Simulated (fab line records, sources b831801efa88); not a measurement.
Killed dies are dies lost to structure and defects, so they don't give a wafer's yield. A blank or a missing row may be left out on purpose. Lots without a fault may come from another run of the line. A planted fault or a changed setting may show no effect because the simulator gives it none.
One fault seen from 2 desks | flow sky130 | each desk has only its own numbers; what lay behind them comes last

THE TOOL OWNER'S DESK: implanter-04
The tool's own readings at SKY_LDD_N_IMPLANT_09: means of the sampled wafers that have a number, for each lot that ran on this tool. A lot is out of limits, marked OUT, if its mean lies more than 4 standard deviations from the usual mean; the brackets give that distance.
Columns: A = dose_ions_cm2 at SKY_LDD_N_IMPLANT_09, usual 7.499e+13; B = faraday_current_uA at SKY_LDD_N_IMPLANT_09, usual 424
lot  | first seen here | A                           | B
L851 | day 21 23:39    | 7.498e+13                   | 422
L856 | day 24 04:46    | 7.497e+13                   | 428
L857 | day 24 10:45    | 4.294e+13 (-99 or more) OUT | 244 (-21) OUT
L858 | day 25 01:05    | 4.301e+13 (-99 or more) OUT | 245 (-21) OUT
This desk's finding: out of limits on L857, L858; first on L857, day 24 10:45 (dose_ions_cm2 at SKY_LDD_N_IMPLANT_09). In limits: L851, L856.

THE METROLOGY DESK
What the gauges read, lot by lot, whatever tool the lot ran on: means of the sampled wafers that have a number. A lot is out of limits, marked OUT, if its mean lies more than 4 standard deviations from the usual mean; the brackets give that distance.
Columns: A = LDD_N_OVL at SKY_LDD_N_OVL_MEAS_07, usual 1.5 nm; B = LDD_HVP_OVL at SKY_LDD_HVP_OVL_MEAS_07, usual -1.2 nm
lot  | first seen here | A    | B
L840 | day 17 07:18    | 3.4  | -1.4
L841 | day 18 18:48    | 3.4  | -2.6
L845 | day 19 21:26    | 3.3  | -0.5
L847 | day 20 05:36    | 0.7  | -1.4
L850 | day 21 06:26    | 2.2  | -0.5
L851 | day 21 23:24    | 0.7  | -0.1
L856 | day 24 04:35    | 0.2  | -1.5
L857 | day 24 10:30    | 1.0  | 2.9
L860 | day 24 22:54    | -2.0 | 0.1
L858 | day 25 00:53    | 1.2  | 0.3
L862 | day 25 13:08    | 1.5  | 0.1
This desk's finding: nothing out of limits on any of the 11 lots.

PUT TOGETHER
The tool owner's desk could have raised an alarm at day 24 10:45, on L857, L858.
The metrology desk saw nothing out of limits.
The metrology desk has L857, L858 on record, within its limits.
Of the lots named, all ran SKY_LDD_N_IMPLANT_09 on implanter-04.

WHAT THE SIMULATOR HAD PUT IN
Process parameter drift: implanter-04, from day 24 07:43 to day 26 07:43, at SKY_LDD_N_IMPLANT_09. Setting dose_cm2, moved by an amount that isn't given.
Lots struck among those shown: L857, L858.
Hours from the fault's start to each desk's first reading out of limits: the tool owner's desk, 3.
